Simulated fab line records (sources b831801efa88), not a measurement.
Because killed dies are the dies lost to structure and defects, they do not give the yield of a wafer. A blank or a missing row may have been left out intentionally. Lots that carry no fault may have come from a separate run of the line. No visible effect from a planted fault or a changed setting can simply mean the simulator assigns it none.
Problem report, 8D (eight disciplines) form, completed by code | flow sky130 | the parts of the form that need people (team, actions taken, sign-off) are left out

== 1. THE ISSUE ==
Mean of killed-at-contacts at SKY_PAD_OPEN_PROBE_99: 58 across 4 wafers in 3 lots; on wafers with no fault it is 24 (standard deviation 5.1). Relative to the usual mean, that is a shift of +6.8 standard deviations.
Seen first at day 49 00:26 on prober-02, wafer L790.1. The record holds 21 wafers of 7 lots with a number at this step. Rule for "out" (also "out of limits"): further than 4 standard deviations from the usual mean. All remaining wafers that have a number are taken as sound.

== 2. WHAT THIS IS AND IS NOT ==
question                    | is                             | is not
which readings at this step | killed-at-contacts             | killed_at_M0_to_M3, killed_at_M4_up, killed-at-front-end, killed-at-other, killed-open, killed-short
which lots                  | L790, L792, L794               | L776, L781, L783, L788
which wafers of those lots  | L790.1, L790.5, L792.2, L794.2 | L790.6, L792.1, L792.6, L794.3, L794.4
read on which tools         | prober-02                      | prober-01
when                        | from day 49 00:26              | up to then (12 sound wafers); but 5 sound wafers of L790, L792, L794 came after

== 3. SUSPECTS, AND WHAT RULES EACH OUT ==
Counting: a tool at a process step up to the reading stays a suspect if it ran every lot that is out. Sound lots after the first of them don't rule it out here, since some wafers of a struck lot are sound.
- pvd-sputter-01 at SKY_CONTACT_SPUTTER_23 (material TiN, target thk 20 nm, time 80 s): kept. It ran every lot that is out, first L790 (day 36 02:31); its last sound lot up to then is L788 (day 35 14:29).
- prober-02 at SKY_PAD_OPEN_PROBE_99: kept. It ran every lot that is out, first L790 (day 49 00:26); its last sound lot up to then is L788 (day 48 19:53). Its own killed-at-contacts readings are out on those wafers.
What counting leaves: pvd-sputter-01 at SKY_CONTACT_SPUTTER_23 and prober-02 at SKY_PAD_OPEN_PROBE_99.

== 4. THE CAUSE (what the simulator had put in) ==
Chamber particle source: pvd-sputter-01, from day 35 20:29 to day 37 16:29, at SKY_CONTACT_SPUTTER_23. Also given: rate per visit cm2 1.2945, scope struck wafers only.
Of the 2 suspects that counting leaves, this tool is one.

== 5. THE EFFECT CHAIN, in route order ==
Each row: a reading where the mean over the struck wafers with a number is more than 3 standard deviations away from the usual. Scope: only readings with a usual standard deviation given in the record; hours: median across lots of the time from each lot's start at the first step in this table that gives one to its start at this step; sigmas: change in usual standard deviations.
hours | step                  | reading            | usual | on struck wafers | change | sigmas
0     | SKY_PAD_OPEN_PROBE_99 | killed-at-contacts | 24    | 58               | +34    | +6.8
0     | SKY_PAD_OPEN_PROBE_99 | killed-dies        | 86    | 120              | +34    | +3.7
It contains these process steps:
- SKY_PAD_OPEN_PROBE_99

== 6. WHAT WOULD HAVE CAUGHT IT SOONER ==
The fault began at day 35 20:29; the first out-of-limits reading in this record came at day 49 00:26, 316 hours later.
Tool readings at SKY_CONTACT_SPUTTER_23 with a usual standard deviation given in the record: none out on any struck wafer, hence no alarm at a limit of 4 standard deviations on them.
All the lots that are out (3) had begun SKY_CONTACT_SPUTTER_23 on pvd-sputter-01 by day 49 00:26. Had the tool been put on hold then, not one of them would have been saved.
